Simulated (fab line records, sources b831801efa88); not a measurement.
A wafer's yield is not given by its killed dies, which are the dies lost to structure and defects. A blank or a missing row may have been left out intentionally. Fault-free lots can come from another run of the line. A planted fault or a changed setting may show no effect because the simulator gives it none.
Split-lot experiment :: flow gf180mcu :: 23 wafers read from 5 lots, route of 602 steps

THE SPLIT ITSELF
At GF_STI_PEB_10 (peb time 90 s), the setting peb_temp_c was moved away from the recipe's 135 C on 5 of the 23 wafers read, by -2.2% to +2.8%. The other wafers ran this setting at the recipe's value.

FROM THE SPLIT ON TO THE READING: in between, the file shows 1 step
- GF_STI_DEVELOP_11: develop time 60 s

THE READING
cd_nm at GF_STI_CD_MEAS_12, given in nm (cd target 220 nm). Fault-free wafers of this fab line usually give 220.2 nm, standard deviation 0.81 nm.

wafer: L075.1
tool, chamber at the split: litho_track-03, 0
peb_temp_c as run, C: 135
against the recipe: recipe
cd_nm, nm: 219.8
against lot-mates on the recipe: -

wafer: L075.2
tool, chamber at the split: litho_track-03, 0
peb_temp_c as run, C: 135
against the recipe: recipe
cd_nm, nm: 222.2
against lot-mates on the recipe: -

wafer: L075.3
tool, chamber at the split: litho_track-03, 0
peb_temp_c as run, C: 138.8
against the recipe: +2.8%
cd_nm, nm: 211.8
against lot-mates on the recipe: -9.2

wafer: L075.5
tool, chamber at the split: litho_track-03, 0
peb_temp_c as run, C: 135
against the recipe: recipe
cd_nm, nm: 221.1
against lot-mates on the recipe: -

wafer: L075.6
tool, chamber at the split: litho_track-03, 0
peb_temp_c as run, C: 138.8
against the recipe: +2.8%
cd_nm, nm: 212.2
against lot-mates on the recipe: -8.8

wafer: L077.2
tool, chamber at the split: litho_track-01, 0
peb_temp_c as run, C: 135
against the recipe: recipe
cd_nm, nm: 220.6
against lot-mates on the recipe: -

wafer: L077.3
tool, chamber at the split: litho_track-01, 0
peb_temp_c as run, C: 135
against the recipe: recipe
cd_nm, nm: 220.7
against lot-mates on the recipe: -

wafer: L077.4
tool, chamber at the split: litho_track-01, 0
peb_temp_c as run, C: 135
against the recipe: recipe
cd_nm, nm: 220.3
against lot-mates on the recipe: -

wafer: L077.5
tool, chamber at the split: litho_track-01, 0
peb_temp_c as run, C: 135
against the recipe: recipe
cd_nm, nm: 220.8
against lot-mates on the recipe: -

wafer: L077.6
tool, chamber at the split: litho_track-01, 0
peb_temp_c as run, C: 135
against the recipe: recipe
cd_nm, nm: 220.7
against lot-mates on the recipe: -

wafer: L080.1
tool, chamber at the split: litho_track-02, 0
peb_temp_c as run, C: 135
against the recipe: recipe
cd_nm, nm: 219.9
against lot-mates on the recipe: -

wafer: L080.3
tool, chamber at the split: litho_track-02, 0
peb_temp_c as run, C: 135
against the recipe: recipe
cd_nm, nm: 220.6
against lot-mates on the recipe: -

wafer: L080.6
tool, chamber at the split: litho_track-02, 0
peb_temp_c as run, C: 135
against the recipe: recipe
cd_nm, nm: 221.4
against lot-mates on the recipe: -

wafer: L082.1
tool, chamber at the split: litho_track-01, 0
peb_temp_c as run, C: 135
against the recipe: recipe
cd_nm, nm: 218.8
against lot-mates on the recipe: -

wafer: L082.2
tool, chamber at the split: litho_track-01, 0
peb_temp_c as run, C: 132
against the recipe: -2.2%
cd_nm, nm: 229.1
against lot-mates on the recipe: +9.7

wafer: L082.3
tool, chamber at the split: litho_track-01, 0
peb_temp_c as run, C: 132
against the recipe: -2.2%
cd_nm, nm: 229.0
against lot-mates on the recipe: +9.6

wafer: L082.5
tool, chamber at the split: litho_track-01, 0
peb_temp_c as run, C: 132
against the recipe: -2.2%
cd_nm, nm: 229.0
against lot-mates on the recipe: +9.6

wafer: L082.6
tool, chamber at the split: litho_track-01, 0
peb_temp_c as run, C: 135
against the recipe: recipe
cd_nm, nm: 220.0
against lot-mates on the recipe: -

wafer: L085.1
tool, chamber at the split: litho_track-03, 0
peb_temp_c as run, C: 135
against the recipe: recipe
cd_nm, nm: 221.3
against lot-mates on the recipe: -

wafer: L085.2
tool, chamber at the split: litho_track-03, 0
peb_temp_c as run, C: 135
against the recipe: recipe
cd_nm, nm: 221.7
against lot-mates on the recipe: -

wafer: L085.3
tool, chamber at the split: litho_track-03, 0
peb_temp_c as run, C: 135
against the recipe: recipe
cd_nm, nm: 221.1
against lot-mates on the recipe: -

wafer: L085.5
tool, chamber at the split: litho_track-03, 0
peb_temp_c as run, C: 135
against the recipe: recipe
cd_nm, nm: 221.4
against lot-mates on the recipe: -

wafer: L085.6
tool, chamber at the split: litho_track-03, 0
peb_temp_c as run, C: 135
against the recipe: recipe
cd_nm, nm: 221.4
against lot-mates on the recipe: -

THE FIT
A straight line over all 23 wafers: cd_nm changes by -3.4 nm for each +1% of peb_temp_c; r = -0.98; the points scatter about the line by 0.8 nm.
The same after taking each lot's own level away (the mean of its wafers on the recipe; 23 wafers): -3.74 nm for each +1%; r = -0.99; scatter 0.78 nm.
Per that fit: largest peb_temp_c move, reading shift of 11 nm.
The lots' own levels span 219.40 to 221.38 nm, that is 2.4 times the standard deviation above.
So the lot-to-lot level changes the slope little: the two slopes agree.
Check: -10.7 nm against its lot-mates is what the line predicts for one of the wafers moved furthest among these (+2.8%) when that wafer is left out of the fit. Against them it came out at -9.23 nm.

OTHER SPLITS ON THESE WAFERS
Note: prior to the reading, these wafers also went through further splits. Each is held against what the fit with the lots' levels taken away leaves over:
other split on the same wafers: GF_STI_CVD_03 time_s
wafers away from the commonest value: 15
r with cd_nm (lot level and that fit taken away): +0.26

THE WHOLE CHAIN: every reading that the file lists as answering this split, in the file's order
step: GF_STI_CD_MEAS_12
what it does: target cd 220 nm
reading: cd_nm
change (the file's fit): -3.65 nm for each +1% of the setting
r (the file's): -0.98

step: GF_STI_ETCH_13
what it does: etches the open film in CHF3/O2, stops on Si, target depth 282.31 nm, time 112.9 s
reading: STI.cd_nm (the simulator's own value, which no gauge read)
change (the file's fit): -3.69 nm for each +1% of the setting
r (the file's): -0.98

step: GF_STI_ETCH_14
what it does: etches Si in HBr/Cl2/O2, target depth 360 nm, time 105.6 s
reading: STI.cd_nm (the simulator's own value, which no gauge read)
change (the file's fit): -3.85 nm for each +1% of the setting
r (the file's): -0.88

FILE'S OWN FIT
cd_nm changes by -3.65 nm for each +1% of peb_temp_c, r = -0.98.
